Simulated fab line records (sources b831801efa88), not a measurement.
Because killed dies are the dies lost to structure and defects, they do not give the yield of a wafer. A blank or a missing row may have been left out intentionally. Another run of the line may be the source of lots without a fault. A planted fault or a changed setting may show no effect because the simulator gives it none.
Chamber matching    flow gf180mcu    4 sister chambers for GF_V3_CMP_26 on cmp-02
The step polishes, stops on SiO2, t overpolish 15 s, target thk 0 nm. 4 wafers are shown with their chamber, then 7 later ones without.

## WAFERS, EACH WITH ITS CHAMBER
wafer   chamber  motorCurrentA (A)
L787.2  3        10.5
L798.4  0        10.4
L801.1  2        11.9
L801.2  1        9.2

## WAFERS WITH NO CHAMBER GIVEN
wafer   motorCurrentA (A)
L801.4  10.5
L802.2  11.7
L802.5  11.7
L802.6  9.3
L803.3  10.7
L803.4  12.9
L803.6  9.3

## WHICH CHAMBER EACH ONE RAN IN
wafer   from the rows above      in truth
L801.4  can't be placed: 3 or 0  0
L802.2  2                        2
L802.5  2                        2
L802.6  1                        1
L803.3  can't be placed: 3 or 0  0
L803.4  2                        2
L803.6  1                        1
Correctly placed: 5 of 7. Not placeable from these rows: 2 (in 2, the candidates include the true chamber). Placed wrongly: 0.
How it was worked out, from the rows above alone: a wafer's distance from a chamber is the root of the sum, over the readings, of the square of ((its reading less the chamber's mean) divided by the reading's scatter). If the next closest chamber is less than 2 further off than the closest, the wafer can't be placed; otherwise it belongs to the closest. Each chamber's mean is taken over the wafers shown for it. The scatter: root of mean squared gap, hidden wafer to nearest shown wafer, with one shown wafer a chamber.
